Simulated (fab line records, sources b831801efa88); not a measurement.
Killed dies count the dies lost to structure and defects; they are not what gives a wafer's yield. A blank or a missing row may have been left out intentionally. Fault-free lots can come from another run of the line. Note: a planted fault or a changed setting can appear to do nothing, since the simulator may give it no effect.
Which tool is to blame? || flow sky130 || 12 lots, 36 wafers sampled, at 1 step of a route of 708

WHAT THE GAUGES SHOWED, per wafer
SKY_METAL5_RS_MEAS_05: uses a four-point probe to measure. Usual: for METAL5_ALCU_RS the level is 0.02704 ohm/sq and the standard deviation is 0.00024.
{"lot": "L386", "measured": "day 43 14:58", "on": "film_metro-02", "METAL5_ALCU_RS (ohm/sq)": "0.02666 0.02704 0.02745", "flag": ""}
{"lot": "L387", "measured": "day 43 22:13", "on": "film_metro-04", "METAL5_ALCU_RS (ohm/sq)": "0.02701 0.02716 0.02691", "flag": ""}
{"lot": "L389", "measured": "day 44 07:47", "on": "film_metro-02", "METAL5_ALCU_RS (ohm/sq)": "0.02679 0.02656 0.0267", "flag": ""}
{"lot": "L388", "measured": "day 44 09:19", "on": "film_metro-04", "METAL5_ALCU_RS (ohm/sq)": "0.02686 0.02713 0.02708", "flag": ""}
{"lot": "L390", "measured": "day 44 10:49", "on": "film_metro-03", "METAL5_ALCU_RS (ohm/sq)": "0.02692 0.02692 0.02678", "flag": ""}
{"lot": "L391", "measured": "day 44 15:28", "on": "film_metro-03", "METAL5_ALCU_RS (ohm/sq)": "0.02688 0.02686 0.02713", "flag": ""}
{"lot": "L397", "measured": "day 46 01:20", "on": "film_metro-04", "METAL5_ALCU_RS (ohm/sq)": "0.02692 0.02747 0.02732", "flag": ""}
{"lot": "L400", "measured": "day 46 20:35", "on": "film_metro-02", "METAL5_ALCU_RS (ohm/sq)": "0.0265 0.02676 0.02661", "flag": ""}
{"lot": "L403", "measured": "day 47 10:10", "on": "film_metro-02", "METAL5_ALCU_RS (ohm/sq)": "0.02711 0.02761 0.0273", "flag": ""}
{"lot": "L404", "measured": "day 47 15:47", "on": "film_metro-02", "METAL5_ALCU_RS (ohm/sq)": "0.02685 0.02704 0.02681", "flag": ""}
{"lot": "L406", "measured": "day 48 03:00", "on": "film_metro-02", "METAL5_ALCU_RS (ohm/sq)": "0.02701 0.02727 0.02712", "flag": ""}
{"lot": "L409", "measured": "day 48 21:55", "on": "film_metro-04", "METAL5_ALCU_RS (ohm/sq)": "0.0275 0.02695 0.02706", "flag": ""}

WHICH TOOL RAN EACH LOT (tool, then ch and the chambers of the sampled wafers, then the start)
No process step before these readings appears in the record.

WHAT THE TOOLS THEMSELVES READ (means of the sampled wafers that have a number; where no wafer has one, the mark that the record gives instead)
The record holds no such reading with a usual standard deviation.

THE ANSWER, worked out from the rows above alone
Rule: take the mean of a lot's wafers that have a number; if it is more than 3 standard deviations from the usual mean, the lot is off. Also off: a lot with no number at a reading for which 4 or more lots have one. The other lots that the step has rows for count as sound. First the gauges in route order, then the tools' own readings, where a lot's mean is used as printed above. At the first step where some lot is off, the reading lying furthest off is the one used; lots without a number count as furthest.
None of the lots is off at any reading shown; this tells nothing.

WHAT THE SIMULATOR HAD INSERTED
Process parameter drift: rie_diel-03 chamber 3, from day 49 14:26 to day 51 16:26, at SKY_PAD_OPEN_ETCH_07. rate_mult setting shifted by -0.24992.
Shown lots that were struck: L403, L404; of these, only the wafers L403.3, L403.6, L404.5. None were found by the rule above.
